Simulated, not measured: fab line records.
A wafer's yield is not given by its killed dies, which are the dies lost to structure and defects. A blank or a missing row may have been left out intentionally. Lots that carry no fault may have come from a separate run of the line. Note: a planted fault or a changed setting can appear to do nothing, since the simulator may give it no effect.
Which of the tools did it? + flow sky130 + 42 wafers from 14 lots sampled at 3 of the route's 708 steps

## WHAT THE GAUGES READ, wafer by wafer
SKY_METAL1_OVL_MEAS_16.
| lot  | measured     | on         | METAL1_OVL (nm) |
|------|--------------|------------|-----------------|
| L669 | day 34 18:46 | overlay-01 | 0 -10 -5        |
| L670 | day 34 19:08 | overlay-01 | -1 -2 -9        |
| L671 | day 35 04:00 | overlay-02 | -3 3 11         |
| L680 | day 38 09:13 | overlay-01 | 6 -4 4          |
| L681 | day 38 15:35 | overlay-01 | -3 3 3          |
| L683 | day 39 13:40 | overlay-01 | -2 -5 0         |
| L684 | day 39 14:02 | overlay-02 | 3 -11 -2        |
| L686 | day 39 21:04 | overlay-02 | -4 0 6          |
| L685 | day 39 23:34 | overlay-01 | -7 -5 -4        |
| L687 | day 40 09:13 | overlay-01 | 10 6 8          |
| L688 | day 40 09:34 | overlay-02 | -3 -1 -8        |
| L689 | day 40 16:07 | overlay-01 | -6 2 4          |
| L690 | day 40 18:31 | overlay-01 | -3 3 4          |
| L691 | day 41 00:10 | overlay-01 | 0 -10 -9        |

SKY_VIA1_CD_MEAS_12: the cd target is 150 nm.
| lot  | measured     | on        | cd nm (nm)        |
|------|--------------|-----------|-------------------|
| L669 | day 35 23:52 | cd sem-01 | 148.9 148.9 151.3 |
| L670 | day 35 22:57 | cd sem-01 | 148.4 151.0 149.3 |
| L671 | day 36 07:42 | cd sem-01 | 151.6 152.6 152.7 |
| L680 | day 39 12:04 | cd sem-01 | 150.1 150.3 150.8 |
| L681 | day 39 18:19 | cd sem-01 | 147.0 146.5 146.6 |
| L683 | day 40 16:20 | cd sem-01 | 149.4 149.7 149.6 |
| L684 | day 40 16:29 | cd sem-01 | 149.6 148.9 149.4 |
| L686 | day 40 22:33 | cd sem-01 | 151.6 149.9 151.5 |
| L685 | day 41 01:45 | cd sem-01 | 153.1 152.8 153.3 |
| L687 | day 41 11:25 | cd sem-01 | 151.4 150.9 150.3 |
| L688 | day 41 11:53 | cd sem-01 | 152.6 152.1 154.2 |
| L689 | day 41 18:07 | cd sem-01 | 151.6 151.4 150.7 |
| L690 | day 41 20:06 | cd sem-01 | 149.1 150.2 150.3 |
| L691 | day 42 01:31 | cd sem-01 | 150.9 149.2 149.2 |

## EACH LOT AND THE TOOL THAT RAN IT (in order: tool; ch and the chambers of the sampled wafers; start)
| lot  | SKY_VIA1_CMP_02               |
|------|-------------------------------|
| L669 | cmp-02 ch 1,2, day 34 20:25   |
| L670 | cmp-01 ch 2,3, day 34 20:07   |
| L671 | cmp-01 ch 0,1, day 35 04:59   |
| L680 | cmp-02 ch 0,3, day 38 10:18   |
| L681 | cmp-01 ch 0,3, day 38 16:37   |
| L683 | cmp-02 ch 0,1,3, day 39 14:54 |
| L684 | cmp-01 ch 2,3, day 39 15:04   |
| L686 | cmp-02 ch 1,2, day 39 22:02   |
| L685 | cmp-02 ch 0,1,2, day 40 00:36 |
| L687 | cmp-01 ch 0,2,3, day 40 10:13 |
| L688 | cmp-02 ch 0,1,2, day 40 10:40 |
| L689 | cmp-01 ch 0,1,2, day 40 17:14 |
| L690 | cmp-01 ch 1,2,3, day 40 19:31 |
| L691 | cmp-01 ch 0,1,3, day 41 01:09 |
- SKY_VIA1_CMP_02: polishes SiO2.

## WHAT THE TOOLS THEMSELVES READ (means of the sampled wafers that have a number; where no wafer has one, the mark that the record gives instead)
SKY_VIA1_CMP_02.
| lot  | tool   | motor current A (A) | retaining ring pressure frac |
|------|--------|---------------------|------------------------------|
| L669 | cmp-02 | 13.5                | 1.002                        |
| L670 | cmp-01 | 11.4                | 1.007                        |
| L671 | cmp-01 | 11.7                | 1.003                        |
| L680 | cmp-02 | 12.7                | 1.005                        |
| L681 | cmp-01 | 11.3                | 1.003                        |
| L683 | cmp-02 | 13.0                | 1.001                        |
| L684 | cmp-01 | 10.6                | 1.001                        |
| L686 | cmp-02 | 12.8                | 0.997                        |
| L685 | cmp-02 | 12.5                | 1.000                        |
| L687 | cmp-01 | 11.4                | 1.002                        |
| L688 | cmp-02 | 12.4                | 0.999                        |
| L689 | cmp-01 | 11.8                | 0.997                        |
| L690 | cmp-01 | 11.6                | 0.997                        |
| L691 | cmp-01 | 11.3                | 1.001                        |

## THE ANSWER, worked out from the rows above alone
Rule: the lots themselves supply what counts as usual. The widest of any qualifying gaps counts: lots, ordered by their means at a reading, are off when they make up no more than a third of the lots, leave a main group of 4 or more, and stand apart from it by 3 or more times the standard deviation of that group's means. Not used: any main group whose means are identical at the precision the tables above print for the reading. A lot without any number at a reading at which 4 lots or more have one is off too. Where the step has rows for the other lots, those lots are counted as sound. After the gauges, taken in route order, come the tools' own readings; for these a lot's mean is taken, as printed above. The first step at which some lot is off is used, and at that step the reading that is off furthest; a lot without a number counts as furthest.
No lot is off at any reading shown: from this, nothing can be told.

## WHAT THE SIMULATOR HAD INSERTED
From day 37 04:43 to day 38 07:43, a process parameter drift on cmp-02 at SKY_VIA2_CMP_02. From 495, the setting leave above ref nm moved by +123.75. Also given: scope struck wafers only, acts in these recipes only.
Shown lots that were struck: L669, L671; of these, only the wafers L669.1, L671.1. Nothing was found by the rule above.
